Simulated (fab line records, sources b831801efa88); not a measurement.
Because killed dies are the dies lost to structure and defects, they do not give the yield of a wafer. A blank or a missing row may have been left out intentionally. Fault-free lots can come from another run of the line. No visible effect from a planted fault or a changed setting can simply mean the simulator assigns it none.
Chamber matching | flow sky130 | rie diel-01 running SKY_VIA3_ETCH_15: 4 sister chambers
The step etches SiO2 in C4F8/O2/Ar, stops on TiN, target depth 507 nm, time 78 s. 20 wafers are shown with their chamber, then 10 later ones without.

WAFERS WITH THEIR CHAMBER
wafer  | chamber | oes product au (a.u.)
L074.1 | 3       | 0.947
L074.5 | 1       | 0.937
L074.6 | 0       | 0.950
L076.1 | 1       | 0.942
L076.5 | 0       | 0.954
L076.6 | 1       | 0.951
L079.2 | 1       | 0.949
L079.3 | 2       | 0.954
L079.6 | 2       | 0.943
L081.2 | 0       | 0.939
L081.3 | 2       | 0.954
L081.6 | 2       | 0.946
L085.1 | 1       | 0.935
L085.3 | 2       | 0.951
L085.6 | 0       | 0.947
L087.3 | 0       | 0.950
L087.5 | 3       | 0.946
L087.6 | 2       | 0.949
L091.1 | 2       | 0.954
L091.3 | 0       | 0.947

SIGNATURES, as means of the wafers listed above
reading        | chamber 0 | chamber 1 | chamber 2 | chamber 3 | scatter within a chamber
oes product au | 0.94783   | 0.94280   | 0.95014   | 0.94650   | 0.00526
Rule: for a wafer and a chamber, the distance is found by dividing, reading by reading, the gap between the wafer's reading and the chamber's mean by the reading's scatter, squaring, summing and taking the root. The wafer belongs to the nearest chamber; if the next one is less than 2 further off, it can't be placed. How the scatter is found: for the shown wafers, subtract from each reading the mean of its chamber, square and add these, divide the total by (wafers less chambers), then take the root.

WAFERS MISSING THEIR CHAMBER
wafer  | oes product au (a.u.)
L091.6 | 0.952
L092.1 | 0.950
L092.2 | 0.940
L092.6 | 0.946
L094.4 | 0.946
L094.5 | 0.952
L094.6 | 0.951
L096.1 | 0.946
L096.4 | 0.948
L096.6 | 0.950

WHICH CHAMBER EACH WENT THROUGH
wafer  | from the rows above               | in truth
L091.6 | can't be placed: 2 or 0 or 3 or 1 | 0
L092.1 | can't be placed: 2 or 0 or 3 or 1 | 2
L092.2 | can't be placed: 1 or 3 or 0 or 2 | 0
L092.6 | can't be placed: 3 or 0 or 1 or 2 | 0
L094.4 | can't be placed: 3 or 0 or 1 or 2 | 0
L094.5 | can't be placed: 2 or 0 or 3 or 1 | 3
L094.6 | can't be placed: 2 or 0 or 3 or 1 | 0
L096.1 | can't be placed: 3 or 0 or 1 or 2 | 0
L096.4 | can't be placed: 0 or 3 or 2 or 1 | 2
L096.6 | can't be placed: 2 or 0 or 3 or 1 | 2
Correctly placed: 0 of 10. Can't be placed from these rows: 10 (the true chamber is among the candidates in 10). 0 placed wrongly.
